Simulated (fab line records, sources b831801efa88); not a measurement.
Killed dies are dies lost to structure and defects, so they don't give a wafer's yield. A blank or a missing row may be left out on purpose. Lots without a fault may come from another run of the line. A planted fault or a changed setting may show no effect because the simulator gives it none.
A struck lot beside a sound one | flow sky130 | 43 steps out of a route of 708
Sound: wafers L683.1, L683.2, L683.3. Struck: wafer L678.2. The cause comes at the end.
At each step with rows: each side's tool, then ch and its chambers, then its first start. Under that, the readings that differ: sound wafers | struck wafers | difference of the means | sigmas: that difference in standard deviations of wafers without a fault.
alike: readings whose means differ by less than 2 such deviations, and words and numbers that are the same on both sides. not compared: withheld readings, readings that some wafer has no value for, bounds like >300 that may hide the same value, and numbers for which the record gives no deviation and whose values overlap.
The two part at a step that has a row with sigmas, a row that says differs or no value, or rows on one side only. Numbers that don't overlap but have no deviation are shown without sigmas and don't part them. A reading that every wafer of one side lacks parts them only if that side has two wafers or more.

first, 3 steps without rows for these wafers: SKY_VIA2_STRIP_17 (strips in post etch residue remover, time 1200 s); SKY_VIA2_CLEAN_18 (cleans in IPA, time 180 s); SKY_VIA2_CLEAN_19 (cleans in O3/DIW).
SKY_VIA2_SPUTTER_20: material TiN, target thk 20 nm, time 80 s.
  sound on pvd_sputter-03, day 39 13:49; struck on pvd_sputter-01, day 37 23:07
  alike: throttle_valve_pct
then, 1 step without rows for these wafers: SKY_VIA2_CVD_21 (deposits W, target thk 420 nm, time 126.4 s).
SKY_VIA2_RS_MEAS_22: measures by four-point-probe.
  sound on film_metro-02, day 39 14:01; struck on film_metro-02, day 37 23:19
  alike: VIA2_W_RS
SKY_VIA2_THK_MEAS_23: measures by xrf.
  sound on film_metro-02, day 39 14:08; struck on film_metro-02, day 37 23:26
  alike: VIA2_W_THK
then, 1 step without rows for these wafers: SKY_VIA2_CMP_24 (polishes, stops on SiO2, t overpolish 18.53 s, target thk 0 nm).
SKY_METAL3_SPUTTER_00: material Ti, target thk 15 nm, time 10 s.
  sound on pvd_sputter-02, day 39 14:35; struck on pvd_sputter-03, day 37 23:47
  alike: throttle_valve_pct
then, 2 steps without rows for these wafers: SKY_METAL3_SPUTTER_01 (material TiN, target thk 20 nm, time 16.7 s); SKY_METAL3_SPUTTER_02 (material AlCu, target thk 735 nm, time 39.1 s).
SKY_METAL3_SPUTTER_03: material Ti, target thk 5 nm, time 3.3 s.
  sound on pvd_sputter-02, day 39 14:41; struck on pvd_sputter-03, day 37 23:52
  alike: throttle_valve_pct
SKY_METAL3_SPUTTER_04: material TiN, target thk 70 nm, time 58.3 s.
  sound on pvd_sputter-02, day 39 14:42; struck on pvd_sputter-03, day 37 23:53
  alike: throttle_valve_pct
then, 1 step without rows for these wafers: SKY_CAPM_CVD_00 (deposits SiO2, target thk 15.5 nm).
SKY_CAPM_THK_MEAS_01:
  sound on film_metro-02, day 39 14:46; struck on film_metro-01, day 37 23:58
  alike: CAPM_CVD_00_THK
then, 1 step without rows for these wafers: SKY_CAPM_SPUTTER_02 (material TiN, target thk 200 nm, time 166.7 s).
SKY_CAPM_RS_MEAS_03: measures by four-point-probe.
  sound on film_metro-01, day 39 14:56; struck on film_metro-03, day 38 00:09
  alike: CAPM_TIN_RS
SKY_CAPM_THK_MEAS_04: measures by xrf.
  sound on film_metro-01, day 39 15:04; struck on film_metro-03, day 38 00:16
  alike: CAPM_TIN_THK
then, 7 steps without rows for these wafers: SKY_CAPM_DEHYDRATE_05 (time 60 s); SKY_CAPM_HMDS_06 (prime time 60 s); SKY_CAPM_COAT_07 (resist thk 1140 nm); SKY_CAPM_SOFTBAKE_08 (time 60 s); SKY_CAPM_EXPOSE_09 (exposes mask CAPM, target cd 1000 nm); SKY_CAPM_PEB_10; SKY_CAPM_DEVELOP_11 (develop time 60 s).
SKY_CAPM_OVL_MEAS_12:
  sound on overlay-02, day 40 15:22; struck on overlay-01, day 39 01:19
  alike: CAPM_OVL
then, 1 step without rows for these wafers: SKY_CAPM_METAL_ETCH_13 (etches TiN in Cl2/BCl3, stops on SiO2, target depth 220 nm, time 62.9 s).
SKY_CAPM_STRIP_14: strips in O2/N2.
  sound on plasma_asher-02 ch 0,1, day 40 15:28; struck on plasma_asher-01 ch 0, day 39 01:25
  alike: drypump_motor_current_A, oes_product_au, strip_time_to_endpoint_s
  not compared: rf_hours_counter_h
then, 11 steps without rows for these wafers: SKY_CAPM_STRIP_15 (strips in post etch residue remover, time 1200 s); SKY_CAPM_CLEAN_16 (cleans in IPA, time 180 s); SKY_CAPM_CLEAN_17 (cleans in O3/DIW); SKY_METAL3_DEHYDRATE_05 (time 60 s); SKY_METAL3_HMDS_06 (prime time 60 s); SKY_METAL3_COAT_07 (resist thk 60 nm); SKY_METAL3_COAT_08 (resist thk 1140 nm); SKY_METAL3_SOFTBAKE_09 (time 90 s); SKY_METAL3_EXPOSE_10 (exposes mask MM3, target cd 300 nm); SKY_METAL3_PEB_11; SKY_METAL3_DEVELOP_12 (develop time 60 s).
SKY_METAL3_CD_MEAS_13: target cd 300 nm.
  sound on cd_sem-02, day 41 15:49; struck on cd_sem-01, day 40 02:23
  reading    | sound             | struck | difference | sigmas
  cd_nm (nm) | 299.9 299.5 300.0 | 295.7  | -4.1       | -3
SKY_METAL3_OVL_MEAS_14:
  sound on overlay-02, day 41 15:56; struck on overlay-02, day 40 02:29
  alike: METAL3_OVL
SKY_METAL3_DESCUM_15: chemistry O2, time 8 s.
  sound on rie_metal-04 ch 0,1, day 41 15:58; struck on rie_metal-04 ch 0, day 40 02:31
  alike: drypump_motor_current_A, oes_product_au
  not compared: rf_hours_counter_h
-- the record jumps here: 7 days lie between the struck wafers' starts before and after (it left off in module METAL3 and takes up again in module PAD_OPEN, whose first step shown is number 708 of the route) --
SKY_PAD_OPEN_PROBE_99:
  sound on prober-01, day 48 10:41; struck on prober-01, day 47 03:29
  reading            | sound     | struck | difference | sigmas
  killed_at_M0_to_M3 | 42 41 53  | 92     | +47        | +7
  killed_dies        | 83 75 102 | 133    | +46        | +5
  alike: killed_at_M4_up, killed_at_contacts, killed_at_front_end, killed_at_other, killed_open, killed_short
  not compared: model.etest.tester.sort_n_pass, model.etest.tester.sort_yield_pct, model.etest.tester.sort_bin_5_pct, model.etest.tester.sort_bin_3_pct

WHERE THEY PART
First at SKY_METAL3_CD_MEAS_13; last, within this record, at SKY_PAD_OPEN_PROBE_99.

WHY: what the simulator had put in
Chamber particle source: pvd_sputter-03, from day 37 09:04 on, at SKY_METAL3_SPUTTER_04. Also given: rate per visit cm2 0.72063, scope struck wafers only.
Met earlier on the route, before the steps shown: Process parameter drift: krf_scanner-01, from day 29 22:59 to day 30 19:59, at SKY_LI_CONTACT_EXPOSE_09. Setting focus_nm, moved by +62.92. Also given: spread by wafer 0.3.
